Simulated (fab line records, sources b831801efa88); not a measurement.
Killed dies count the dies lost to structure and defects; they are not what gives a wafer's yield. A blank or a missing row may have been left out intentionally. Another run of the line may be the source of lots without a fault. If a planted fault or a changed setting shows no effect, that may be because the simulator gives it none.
Chamber matching + flow sky130 + SKY_METAL4_ETCH_17 on rie_diel-03: 4 sister chambers
The step etches SiO2 in C4F8/O2/Ar, stops on TiN, time 3.9 s, target depth 15 nm. 4 wafers are shown with their chamber, then 11 later ones without.

## EACH WAFER AND ITS CHAMBER
| wafer  | chamber | oes_product_au (a.u.) |
|--------|---------|-----------------------|
| L091.1 | 3       | 0.764                 |
| L091.2 | 1       | 0.757                 |
| L091.3 | 2       | 0.755                 |
| L091.4 | 0       | 0.769                 |

## WAFERS WHOSE CHAMBER IS MISSING
| wafer  | oes_product_au (a.u.) |
|--------|-----------------------|
| L091.5 | 0.758                 |
| L091.6 | 0.748                 |
| L093.1 | 0.745                 |
| L093.2 | 0.746                 |
| L093.3 | 0.753                 |
| L093.4 | 0.742                 |
| L093.5 | 0.754                 |
| L093.6 | 0.747                 |
| L097.2 | 0.764                 |
| L097.3 | 0.764                 |
| L097.5 | 0.761                 |

## CHAMBER TAKEN BY EACH
| wafer  | from the rows above               | in truth |
|--------|-----------------------------------|----------|
| L091.5 | can't be placed: 1 or 2 or 3 or 0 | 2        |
| L091.6 | can't be placed: 2 or 1 or 3      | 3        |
| L093.1 | can't be placed: 2 or 1 or 3      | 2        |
| L093.2 | can't be placed: 2 or 1 or 3      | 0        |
| L093.3 | can't be placed: 2 or 1 or 3      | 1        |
| L093.4 | can't be placed: 2 or 1 or 3      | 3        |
| L093.5 | can't be placed: 2 or 1 or 3      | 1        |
| L093.6 | can't be placed: 2 or 1 or 3      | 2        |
| L097.2 | can't be placed: 3 or 0 or 1 or 2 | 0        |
| L097.3 | can't be placed: 3 or 0 or 1 or 2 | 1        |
| L097.5 | can't be placed: 3 or 1 or 2 or 0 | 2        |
Placed correctly: 0 of 11. Cannot be placed on the basis of these rows: 11; the candidates contain the true chamber in 10. Wrongly placed: 0.
How it was worked out, from the rows above alone: a wafer's distance from a chamber is the root of the sum, over the readings, of the square of ((its reading less the chamber's mean) divided by the reading's scatter). The wafer belongs to the nearest chamber; if the next one is less than 2 further off, it can't be placed. The mean given for a chamber averages the wafers shown for that chamber. The scatter (one wafer shown for each chamber): square how far every hidden wafer sits from the nearest shown wafer, average those squares and take the square root.
